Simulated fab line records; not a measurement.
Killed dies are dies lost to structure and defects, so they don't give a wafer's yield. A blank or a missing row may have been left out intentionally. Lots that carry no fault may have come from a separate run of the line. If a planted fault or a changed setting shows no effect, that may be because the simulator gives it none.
8D (eight disciplines) problem report, filled in by code | flow gf180mcu | the parts of the form that need people (team, actions taken, sign-off) are left out

1. THE PROBLEM
HV_LDD_02_OVL at GF_HV_LDD_OVL_MEAS_32 reads a mean of 109.6 nm on 6 wafers of 2 lots; wafers without a fault read 0.4 nm with a standard deviation of 1.3. That is +84 standard deviations from the usual mean.
First seen on wafer L136.1, day 17 10:56, on overlay-02. Wafers with a number at this step in the record: 39, from 13 lots. By rule, "out" or "out of limits" means more than 4 standard deviations away from the usual mean. Any other wafer with a number is counted as sound.

2. WHAT IT IS, AND WHAT IT ISN'T
question                    | is                     | is not
which readings at this step | HV_LDD_02_OVL          | -
which lots                  | L135, L136             | L119, L120, L121, L123, L124, L125, L126, L127, L134, L138, L141
which wafers of those lots  | all that have a number | -
read on which gauges        | overlay-01, overlay-02 | -
when                        | from day 17 10:56      | up to then (27 sound wafers); but 6 sound wafers of L138, L141 came after

3. SUSPECTS, AND WHAT RULES EACH OUT
Counting: a tool at any process step up to the reading remains a suspect when it ran all the lots that are out and ran no sound lot after the first of those.
- the gauge at GF_HV_LDD_OVL_MEAS_32 has been ruled out. Those wafers that are out were read across 2 gauges (overlay-01, overlay-02).
- iline-stepper-02 at GF_HV_LDD_EXPOSE_28 (exposes mask Nplus HV AREA, target cd 400 nm): kept. Every lot that is out went through it, starting with L136 (day 16 23:44), and after that it ran no sound lot; the last sound lot it ran before then is L134 (day 16 09:59).
The count leaves iline-stepper-02 at GF_HV_LDD_EXPOSE_28.

4. THE CAUSE (what the simulator had put in)
Scanner matching overlay: iline-stepper-02, from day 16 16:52 on, at GF_HV_LDD_EXPOSE_28. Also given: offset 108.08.
Only this tool survived the counting.

5. THE CHAIN OF EFFECTS, in route order
Rows list readings where the struck wafers' mean (over those with a number) sits beyond 3 standard deviations from the usual. Only readings whose record carries a usual standard deviation are examined. hours: median over the lots of the time between each lot's start at the first step of this table that gives one and its start at this step. sigmas: the change, counted in usual standard deviations.
hours | step                  | reading       | usual  | on struck wafers | change | sigmas
0     | GF_HV_LDD_OVL_MEAS_32 | HV_LDD_02_OVL | 0.4 nm | 109.6            | +109.2 | +84

6. WHAT WOULD HAVE CAUGHT IT SOONER
In this record the first reading out of limits at a measuring or inspecting step was taken at day 17 10:56, 18 hours after the fault began at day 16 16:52.
By day 17 10:56, every lot that is out (2) had started GF_HV_LDD_EXPOSE_28 on iline-stepper-02. A hold on the tool at that time would have spared none of them.
